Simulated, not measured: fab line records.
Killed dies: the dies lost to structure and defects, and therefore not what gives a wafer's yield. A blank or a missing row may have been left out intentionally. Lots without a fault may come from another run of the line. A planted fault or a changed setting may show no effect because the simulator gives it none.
Which of the tools did it? -- flow sky130 -- at 1 step of a route of 708, 6 lots with 18 wafers sampled

## WHAT THE GAUGES READ, wafer by wafer
SKY_VIA2_RS_MEAS_22: the measuring method here is four-point-probe.
lot,measured,on,VIA2_W_RS (ohm/sq)
L543,day 36 21:13,film metro-02,0.272 0.267 0.269
L546,day 37 09:37,film metro-02,0.272 0.274 0.271
L550,day 38 17:50,film metro-03,0.269 0.275 0.274
L552,day 39 16:12,film metro-02,0.262 0.268 0.273
L555,day 40 13:50,film metro-03,0.270 0.273 0.276
L564,day 43 03:21,film metro-03,0.271 0.272 0.270

## EACH LOT AND THE TOOL THAT RAN IT (in order: tool; ch and the chambers of the sampled wafers; start)
No process step before these readings appears in the record.

## THE ANSWER, worked out from the rows above alone
Rule: usual is defined by the lots themselves. The widest of any qualifying gaps counts: lots, ordered by their means at a reading, are off when they make up no more than a third of the lots, leave a main group of 4 or more, and stand apart from it by 3 or more times the standard deviation of that group's means. The tables above print the reading to a certain number of digits; a main group whose means all agree to those digits is not used. Also off: a lot with no number at a reading for which 4 or more lots have one. All remaining lots with rows at the step are treated as sound.
No lot is off at any reading shown: from this, nothing can be told.

## WHAT WAS PUT IN BY THE SIMULATOR
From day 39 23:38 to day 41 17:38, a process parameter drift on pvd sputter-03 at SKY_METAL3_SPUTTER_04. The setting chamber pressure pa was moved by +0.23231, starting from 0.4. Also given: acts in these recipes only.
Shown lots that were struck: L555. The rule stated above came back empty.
